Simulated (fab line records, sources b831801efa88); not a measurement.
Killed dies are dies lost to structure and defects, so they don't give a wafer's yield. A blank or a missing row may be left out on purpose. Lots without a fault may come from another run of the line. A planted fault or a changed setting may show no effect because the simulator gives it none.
Which tool did it? | flow gf180mcu | 12 lots, 36 wafers sampled, at 3 steps of a route of 602

WHAT THE GAUGES READ, wafer by wafer
GF_M3_RS_MEAS_05: measures by four-point-probe.
lot  | measured     | on            | M3_ALCU_RS (ohm/sq)
L075 | day 21 12:06 | film_metro-03 | 0.0690 0.0695 0.0689
L077 | day 22 03:45 | film_metro-02 | 0.0700 0.0702 0.0699
L079 | day 22 19:40 | film_metro-03 | 0.0684 0.0695 0.0688
L081 | day 23 17:22 | film_metro-03 | 0.0701 0.0702 0.0700
L083 | day 24 09:32 | film_metro-02 | 0.0701 0.0701 0.0698
L085 | day 24 19:46 | film_metro-02 | 0.0698 0.0705 0.0696
L087 | day 25 15:28 | film_metro-04 | 0.0706 0.0705 0.0709
L089 | day 26 06:26 | film_metro-04 | 0.0684 0.0683 0.0676
L091 | day 26 20:20 | film_metro-02 | 0.0698 0.0696 0.0699
L093 | day 27 09:29 | film_metro-02 | 0.0699 0.0694 0.0689
L095 | day 28 02:22 | film_metro-03 | 0.0692 0.0693 0.0690
L097 | day 28 12:18 | film_metro-03 | 0.0699 0.0700 0.0695

WHICH TOOL RAN EACH LOT (tool, then ch and the chambers of the sampled wafers, then the start)
lot  | GF_V2_ETCH_16                      | GF_V2_CVD_23
L075 | rie_diel-04 ch 1,2,3, day 21 10:31 | cvd_w-02 ch 0,1, day 21 11:17
L077 | rie_diel-03 ch 1,2,3, day 22 02:07 | cvd_w-02 ch 0,1, day 22 02:56
L079 | rie_diel-01 ch 2,3, day 22 18:04   | cvd_w-01 ch 0,1, day 22 18:50
L081 | rie_diel-04 ch 1,2,3, day 23 15:47 | cvd_w-02 ch 0,1, day 23 16:33
L083 | rie_diel-04 ch 0,1,3, day 24 07:55 | cvd_w-02 ch 0,1, day 24 08:41
L085 | rie_diel-04 ch 0,1,3, day 24 18:10 | cvd_w-02 ch 0,1, day 24 18:56
L087 | rie_diel-01 ch 0,1,3, day 25 13:47 | cvd_w-01 ch 1, day 25 14:33
L089 | rie_diel-04 ch 0,3, day 26 04:50   | cvd_w-01 ch 0,1, day 26 05:36
L091 | rie_diel-01 ch 0,1,3, day 26 18:44 | cvd_w-02 ch 0,1, day 26 19:31
L093 | rie_diel-03 ch 0,1,2, day 27 07:53 | cvd_w-02 ch 0,1, day 27 08:40
L095 | rie_diel-01 ch 1,2,3, day 28 00:25 | cvd_w-01 ch 0,1, day 28 01:32
L097 | rie_diel-03 ch 0,1,3, day 28 10:41 | cvd_w-01 ch 0,1, day 28 11:28
- GF_V2_ETCH_16: etches BARC in N2/H2.
- GF_V2_CVD_23: deposits W, target thk 350 nm, time 104.94 s.

THE ANSWER, worked out from the rows above alone
Rule: what is usual is taken from the lots themselves. Put in order of their means at a reading, lots are off if they are a third of the lots or fewer, leave a main group of 4 or more, and stand apart from it by a gap of 3 or more times the standard deviation of the main group's means; of several such gaps the widest counts. A main group whose means are all the same, to the digits that the tables above print for the reading, isn't used. A lot without any number at a reading at which 4 lots or more have one is off too. The other lots that the step has rows for count as sound.
No lot is off at any reading shown: from this, nothing can be told.

WHAT THE SIMULATOR HAD PUT IN
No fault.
